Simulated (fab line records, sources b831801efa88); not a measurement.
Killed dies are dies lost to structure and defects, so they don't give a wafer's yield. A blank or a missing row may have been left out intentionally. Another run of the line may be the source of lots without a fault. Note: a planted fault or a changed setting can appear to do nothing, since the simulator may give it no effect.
Split-lot study | flow sfqLine | 23 wafers read across 5 lots, on a route 325 steps long

## THE SPLIT ITSELF
At SFQ_TRILAYER_I5_LITHO_COAT_144 (resist thk 650 nm), the setting spinRpm was moved away from the recipe's 3000 rpm on 9 of the 23 wafers read, by +3.2% to +6.1%. This setting was run at the recipe's value on the other wafers.

The split's own step is where the reading is taken.

## THE READING
KrF_of_TRILAYER_I5_LITHO_COAT_144.thkNm (the simulator's own value, which no gauge read), in nm, at SFQ_TRILAYER_I5_LITHO_COAT_144 (resist thk 650 nm). The file gives no usual value for it. Average 650.8 nm, standard deviation 0.7 nm, over the 14 wafers here run with the recipe.

wafer  | tool, chamber at the split | spinRpm as run, rpm | against the recipe | KrF_of_TRILAYER_I5_LITHO_COAT_144.thkNm, nm | against lot-mates on the recipe
L074.2 | lithoTrack-04, 0           | 3096                | +3.2%              | 640.9                                       | -10.2
L074.3 | lithoTrack-04, 0           | 3096                | +3.2%              | 641.6                                       | -9.5
L074.4 | lithoTrack-04, 0           | 3096                | +3.2%              | 638.1                                       | -13.0
L074.5 | lithoTrack-04, 0           | 3000                | recipe             | 651                                         | -
L074.6 | lithoTrack-04, 0           | 3000                | recipe             | 651.3                                       | -
L079.1 | lithoTrack-01, 0           | 3000                | recipe             | 650.4                                       | -
L079.3 | lithoTrack-01, 0           | 3000                | recipe             | 652.4                                       | -
L079.6 | lithoTrack-01, 0           | 3000                | recipe             | 651.6                                       | -
L081.1 | lithoTrack-01, 0           | 3000                | recipe             | 650.2                                       | -
L081.2 | lithoTrack-01, 0           | 3000                | recipe             | 650.5                                       | -
L081.4 | lithoTrack-01, 0           | 3000                | recipe             | 650.5                                       | -
L081.3 | lithoTrack-01, 0           | 3136                | +4.5%              | 635.1                                       | -15.3
L081.6 | lithoTrack-01, 0           | 3136                | +4.5%              | 637.3                                       | -13.1
L084.1 | lithoTrack-04, 0           | 3124                | +4.1%              | 637.1                                       | -13.4
L084.3 | lithoTrack-04, 0           | 3000                | recipe             | 650.7                                       | -
L084.4 | lithoTrack-04, 0           | 3000                | recipe             | 650.3                                       | -
L084.5 | lithoTrack-04, 0           | 3000                | recipe             | 650.4                                       | -
L084.6 | lithoTrack-04, 0           | 3124                | +4.1%              | 636.8                                       | -13.7
L085.2 | lithoTrack-01, 0           | 3000                | recipe             | 651.1                                       | -
L085.3 | lithoTrack-01, 0           | 3183                | +6.1%              | 633.4                                       | -17.4
L085.4 | lithoTrack-01, 0           | 3000                | recipe             | 651.6                                       | -
L085.5 | lithoTrack-01, 0           | 3000                | recipe             | 649.6                                       | -
L085.6 | lithoTrack-01, 0           | 3183                | +6.1%              | 631.1                                       | -19.7

FIT RESULTS
A straight line over all 23 wafers: KrF_of_TRILAYER_I5_LITHO_COAT_144.thkNm changes by -3.18 nm for each +1% of spinRpm; r = -0.99; the points scatter about the line by 1 nm.
The same after taking each lot's own level away (the mean of its wafers on the recipe; 23 wafers): -3.15 nm for each +1%; r = -0.99; scatter 0.97 nm.
The reading moves by 19 nm for the largest change in spinRpm, on that fit.
The lots' own levels span 650.40 to 651.47 nm, that is 1.5 times the standard deviation above.
The two slopes are in agreement: the lot-to-lot level therefore moves the slope only a little.
Check: with one of the wafers moved furthest among these (+6.1%) left out of the fit, the line predicts -19.8 nm for it against its lot-mates. It came out at -17.4 nm against them.

## OTHER SPLITS APPLIED TO THESE WAFERS
Before the reading, these wafers also passed through other splits. Each is held against what the fit with the lots' levels taken away leaves over:
other split on the same wafers         | wafers away from the commonest value | r with KrF_of_TRILAYER_I5_LITHO_COAT_144.thkNm (lot level and that fit taken away)
SFQ_TRILAYER_R5_DEP_SPUTTER_133 powerW | 5                                    | -0.23
SFQ_TRILAYER_R5_LITHO_PEB_139 pebTimeS | 9                                    | +0.07

## THE FILE'S OWN FIT
KrF_of_TRILAYER_I5_LITHO_COAT_144.thkNm changes by -3.15 nm for each +1% of spinRpm, r = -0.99.
